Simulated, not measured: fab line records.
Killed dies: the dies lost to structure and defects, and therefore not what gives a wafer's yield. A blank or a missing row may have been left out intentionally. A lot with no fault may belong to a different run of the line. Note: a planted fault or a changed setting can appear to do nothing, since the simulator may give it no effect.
Matching of chambers / flow sky130 / 3 sister chambers for SKY_CONTACT_CVD_00 on pecvd-04
The step deposits Si3N4, target thk 75 nm. 6 wafers are shown with their chamber, then 7 later ones without.

EACH WAFER AND ITS CHAMBER
wafer=L796.4; chamber=1; heater power w (W)=618
wafer=L798.1; chamber=1; heater power w (W)=604
wafer=L798.2; chamber=0; heater power w (W)=816
wafer=L798.3; chamber=2; heater power w (W)=597
wafer=L809.2; chamber=0; heater power w (W)=779
wafer=L809.3; chamber=2; heater power w (W)=610

WAFERS WHOSE CHAMBER IS MISSING
wafer=L809.5; heater power w (W)=607
wafer=L812.3; heater power w (W)=855
wafer=L812.4; heater power w (W)=641
wafer=L812.5; heater power w (W)=630
wafer=L815.1; heater power w (W)=606
wafer=L815.2; heater power w (W)=675
wafer=L815.5; heater power w (W)=601

WHICH CHAMBER EACH WENT THROUGH
wafer=L809.5; from the rows above=can't be placed: 2 or 1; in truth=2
wafer=L812.3; from the rows above=0; in truth=0
wafer=L812.4; from the rows above=can't be placed: 1 or 2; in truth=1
wafer=L812.5; from the rows above=can't be placed: 1 or 2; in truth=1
wafer=L815.1; from the rows above=can't be placed: 2 or 1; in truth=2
wafer=L815.2; from the rows above=can't be placed: 1 or 2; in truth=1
wafer=L815.5; from the rows above=can't be placed: 2 or 1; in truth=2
1 of 7 placed correctly. Unplaceable from these rows: 6, with the true chamber sitting among the candidates in 6. Number placed wrongly: 0.
How it was worked out, from the rows above alone: a wafer's distance from a chamber is the root of the sum, over the readings, of the square of ((its reading less the chamber's mean) divided by the reading's scatter). If the next closest chamber is less than 2 further off than the closest, the wafer can't be placed; otherwise it belongs to the closest. For every chamber, the mean is computed from those of its wafers that are shown. How the scatter is found: for the shown wafers, subtract from each reading the mean of its chamber, square and add these, divide the total by (wafers less chambers), then take the root.
